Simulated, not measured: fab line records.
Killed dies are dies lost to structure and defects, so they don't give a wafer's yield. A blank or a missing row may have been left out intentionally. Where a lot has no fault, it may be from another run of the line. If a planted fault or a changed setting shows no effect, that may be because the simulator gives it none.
What tool caused it? | flow gf180mcu | Sampling: 14 lots, 42 wafers, 5 of 602 route steps

== WHAT EACH GAUGE READ, for each wafer ==
GF_DUAL_GATE_OVL_MEAS_11.
lot  | measured     | on         | DUAL_GATE_OVL (nm)
L857 | day 8 03:37  | overlay-01 | -0.5 0.6 1.1
L858 | day 8 12:13  | overlay-01 | 0.7 2.4 2.2
L859 | day 8 16:01  | overlay-02 | -0.5 1.7 1.1
L860 | day 9 03:52  | overlay-02 | -1.1 -0.5 -0.7
L865 | day 10 20:40 | overlay-01 | 1.5 3.8 1.3
L866 | day 11 01:16 | overlay-02 | 1.2 1.3 1.2
L867 | day 11 07:37 | overlay-01 | -0.8 -0.4 1.1
L868 | day 11 10:33 | overlay-02 | -0.4 -1.1 0.1
L869 | day 11 22:04 | overlay-02 | -0.5 0.5 2.0
L871 | day 12 06:53 | overlay-02 | -0.7 0.0 -0.4
L872 | day 12 19:15 | overlay-01 | 2.9 2.5 2.9
L873 | day 13 00:57 | overlay-01 | 1.8 1.3 0.5
L875 | day 13 15:26 | overlay-02 | 2.7 2.3 0.1
L879 | day 14 11:29 | overlay-02 | -0.7 0.1 0.8

GF_NSD_CD_MEAS_07 targets a cd of 400 nm.
lot  | measured     | on       | cdNm (nm)
L857 | day 12 21:31 | cdSem-02 | 403.9 402.2 404.6
L858 | day 13 09:36 | cdSem-01 | 404.5 403.5 403.1
L859 | day 13 12:39 | cdSem-02 | 403.2 405.1 403.3
L860 | day 14 05:19 | cdSem-02 | 397.7 401.3 402.1
L865 | day 16 12:59 | cdSem-02 | 401.3 400.3 399.5
L866 | day 16 23:16 | cdSem-01 | 399.1 400.4 400.7
L867 | day 17 07:52 | cdSem-02 | 403.3 403.3 402.6
L868 | day 17 08:08 | cdSem-02 | 397.1 398.5 397.2
L869 | day 17 21:11 | cdSem-02 | 397.2 393.8 396.0
L871 | day 18 05:41 | cdSem-02 | 399.0 401.6 399.5
L872 | day 18 20:47 | cdSem-01 | 402.2 402.6 402.1
L873 | day 18 21:39 | cdSem-01 | 402.6 402.9 402.5
L875 | day 19 14:18 | cdSem-02 | 395.3 398.7 397.8
L879 | day 20 13:16 | cdSem-01 | 400.6 399.9 401.2

GF_NSD_TW_MEAS_12.
lot  | measured     | on           | NSD_TW
L857 | day 12 22:04 | filmMetro-04 | 4232 4238 4239
L858 | day 13 10:08 | filmMetro-04 | 4234 4240 4257
L859 | day 13 13:11 | filmMetro-04 | 4217 4243 4248
L860 | day 14 05:51 | filmMetro-02 | 4232 4222 4233
L865 | day 16 13:32 | filmMetro-03 | 4241 4239 4234
L866 | day 16 23:49 | filmMetro-03 | 4227 4222 4234
L867 | day 17 08:24 | filmMetro-04 | 4294 4282 4268
L868 | day 17 08:41 | filmMetro-03 | 4239 4227 4242
L869 | day 17 21:44 | filmMetro-04 | 4295 4274 4264
L871 | day 18 06:14 | filmMetro-03 | 4235 4213 4234
L872 | day 18 21:20 | filmMetro-04 | 4261 4214 4224
L873 | day 18 22:13 | filmMetro-03 | 4231 4262 4233
L875 | day 19 14:52 | filmMetro-04 | 4224 4228 4213
L879 | day 20 13:49 | filmMetro-03 | 4257 4269 4240

== TOOL THAT RAN EACH LOT (tool first, then ch and the chambers of the sampled wafers, then the start) ==
lot  | GF_POLY_GATE_COAT_05             | GF_POLY_GATE_STRIP_14
L857 | lithoTrack-04 ch 0, day 8 15:00  | plasmaAsher-03 ch 0,1, day 8 23:58
L858 | lithoTrack-02 ch 0, day 9 00:00  | plasmaAsher-04 ch 0,1, day 9 09:36
L859 | lithoTrack-04 ch 0, day 9 03:00  | plasmaAsher-03 ch 0,1, day 9 12:12
L860 | lithoTrack-02 ch 0, day 9 16:00  | plasmaAsher-02 ch 0,1, day 10 02:09
L865 | lithoTrack-04 ch 0, day 11 12:00 | plasmaAsher-03 ch 0,1, day 11 21:49
L866 | lithoTrack-04 ch 0, day 11 18:00 | plasmaAsher-03 ch 0,1, day 12 04:06
L867 | lithoTrack-02 ch 0, day 12 02:00 | plasmaAsher-04 ch 0,1, day 12 12:03
L868 | lithoTrack-04 ch 0, day 12 02:00 | plasmaAsher-04 ch 0,1, day 12 12:13
L869 | lithoTrack-04 ch 0, day 12 15:00 | plasmaAsher-04 ch 0,1, day 13 01:31
L871 | lithoTrack-04 ch 0, day 13 00:00 | plasmaAsher-02 ch 0,1, day 13 10:21
L872 | lithoTrack-02 ch 0, day 13 13:00 | plasmaAsher-03 ch 0,1, day 14 00:30
L873 | lithoTrack-04 ch 0, day 13 14:00 | plasmaAsher-04 ch 0,1, day 14 00:51
L875 | lithoTrack-04 ch 0, day 14 05:00 | plasmaAsher-04 ch 0,1, day 14 14:49
L879 | lithoTrack-02 ch 0, day 15 01:00 | plasmaAsher-04 ch 0,1, day 15 11:51
- GF_POLY_GATE_COAT_05: resist thk 700 nm.
- GF_POLY_GATE_STRIP_14: strips in O2/N2.

== WHAT THE TOOLS THEMSELVES READ (means of the sampled wafers that have a number; where no wafer has one, the mark that the record gives instead) ==
GF_POLY_GATE_STRIP_14.
lot  | tool           | drypumpMotorCurrentA (A) | heaterPowerW (W) | oesProductAu (a.u.)
L857 | plasmaAsher-03 | 5.63                     | 373              | 0.507
L858 | plasmaAsher-04 | 5.48                     | 383              | 0.507
L859 | plasmaAsher-03 | 5.69                     | 365              | 0.505
L860 | plasmaAsher-02 | 5.83                     | 326              | 0.501
L865 | plasmaAsher-03 | 5.69                     | 368              | 0.506
L866 | plasmaAsher-03 | 5.64                     | 376              | 0.501
L867 | plasmaAsher-04 | 5.50                     | 408              | 0.505
L868 | plasmaAsher-04 | 5.49                     | 387              | 0.499
L869 | plasmaAsher-04 | 5.49                     | 412              | 0.504
L871 | plasmaAsher-02 | 5.83                     | 332              | 0.482
L872 | plasmaAsher-03 | 5.69                     | 368              | 0.507
L873 | plasmaAsher-04 | 5.50                     | 405              | 0.486
L875 | plasmaAsher-04 | 5.51                     | 383              | 0.489
L879 | plasmaAsher-04 | 5.49                     | 389              | 0.505

== THE ANSWER, worked out from the rows above alone ==
Rule: what is usual is taken from the lots themselves. Put in order of their means at a reading, lots are off if they are a third of the lots or fewer, leave a main group of 4 or more, and stand apart from it by a gap of 3 or more times the standard deviation of the main group's means; of several such gaps the widest counts. The tables above print the reading to a certain number of digits; a main group whose means all agree to those digits is not used. Also off: a lot with no number at a reading for which 4 or more lots have one. All remaining lots with rows at the step are treated as sound. The gauges are gone through in route order, then the tools' own readings, and for those a lot's mean is taken as printed above. The first step at which some lot is off is used, and at that step the reading that is off furthest; a lot without a number counts as furthest.
Off at GF_POLY_GATE_STRIP_14 (oesProductAu): L871, L873, L875. Mean 0.504 a.u. and standard deviation 0.0026 in the main group.
A tool fits if, at that step or a process step before it, it ran every lot that is off, and no sound lot after the first of them. One candidate fits, namely lithoTrack-04 at GF_POLY_GATE_COAT_05. Its last sound lot is L869 (day 12 15:00), its first lot that is off L871 (day 13 00:00): a fault that began between those two fits.

== WHAT HAD BEEN PUT IN BY THE SIMULATOR ==
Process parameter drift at GF_POLY_GATE_COAT_05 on lithoTrack-04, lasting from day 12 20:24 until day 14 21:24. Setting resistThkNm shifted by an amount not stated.
Struck lots among those shown: L871, L873, L875. The rule above found the same.
